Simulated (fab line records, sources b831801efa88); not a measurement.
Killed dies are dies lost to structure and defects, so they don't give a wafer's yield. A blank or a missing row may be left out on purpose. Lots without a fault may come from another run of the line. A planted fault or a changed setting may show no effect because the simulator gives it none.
One fault seen from 2 desks | flow sky130 | each desk has only its own numbers; what lay behind them comes last

THE METROLOGY DESK
What the gauges read, lot by lot, whatever tool the lot ran on: means of the sampled wafers that have a number. A lot is out of limits, marked OUT, if its mean lies more than 4 standard deviations from the usual mean; the brackets give that distance.
Columns: A = cd_nm at SKY_LOCAL_INTERCONNECT_CD_MEAS_11, usual 170.0 nm
lot  | first seen here | A
L823 | day 30 10:38    | 170.6
L825 | day 31 06:01    | 169.1
L826 | day 31 13:56    | 171.2
L827 | day 32 01:12    | 171.6
L829 | day 32 15:42    | 170.4
L830 | day 32 16:35    | 166.9
L835 | day 34 14:59    | 171.5
L836 | day 35 10:13    | 168.6
L840 | day 36 00:50    | 168.9
L841 | day 36 10:56    | 170.5
L842 | day 36 18:24    | 170.7
L843 | day 36 23:44    | 168.2
L844 | day 37 11:24    | 170.3
This desk's finding: nothing out of limits on any of the 13 lots.

THE TOOL OWNER'S DESK: rie_diel-04
The tool's own readings at SKY_CONTACT_ETCH_17 (etches SiO2 in C4F8/O2/Ar, stops on Si3N4, target depth 340 nm): means of the sampled wafers that have a number, for each lot that ran on this tool. A lot is out of limits, marked OUT, if its mean lies more than 4 standard deviations from the usual mean; the brackets give that distance.
Columns: A = bias_w at SKY_CONTACT_ETCH_17, usual 1200 W; B = chamber_pressure_mTorr at SKY_CONTACT_ETCH_17, usual 40.00 mTorr; C = oes_product_au at SKY_CONTACT_ETCH_17, usual 0.892 a.u.
lot  | first seen here | A              | B     | C
L826 | day 32 18:05    | 1200           | 40.03 | 0.888
L827 | day 33 05:43    | 1199           | 39.99 | 0.894
L829 | day 33 20:23    | 1204           | 40.02 | 0.893
L840 | day 37 04:32    | 1168 (-10) OUT | 39.99 | 0.894
L841 | day 37 14:20    | 1167 (-10) OUT | 39.99 | 0.887
This desk's finding: out of limits on L840, L841; first on L840, day 37 04:32 (bias_w at SKY_CONTACT_ETCH_17). In limits: L826, L827, L829.

PUT TOGETHER
The tool owner's desk could have raised an alarm at day 37 04:32, on L840, L841.
The metrology desk saw nothing out of limits.
The metrology desk has L840, L841 on record, within its limits.
Of the lots named, all ran SKY_CONTACT_ETCH_17 on rie_diel-04.

WHAT THE SIMULATOR HAD PUT IN
Process parameter drift: rie_diel-04, from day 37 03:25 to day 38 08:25, at SKY_CONTACT_ETCH_17. Setting bias_w, moved by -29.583, from 1200. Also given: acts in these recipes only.
Lots struck among those shown: L840, L841.
Hours from the fault's start to each desk's first reading out of limits: the tool owner's desk, 1.
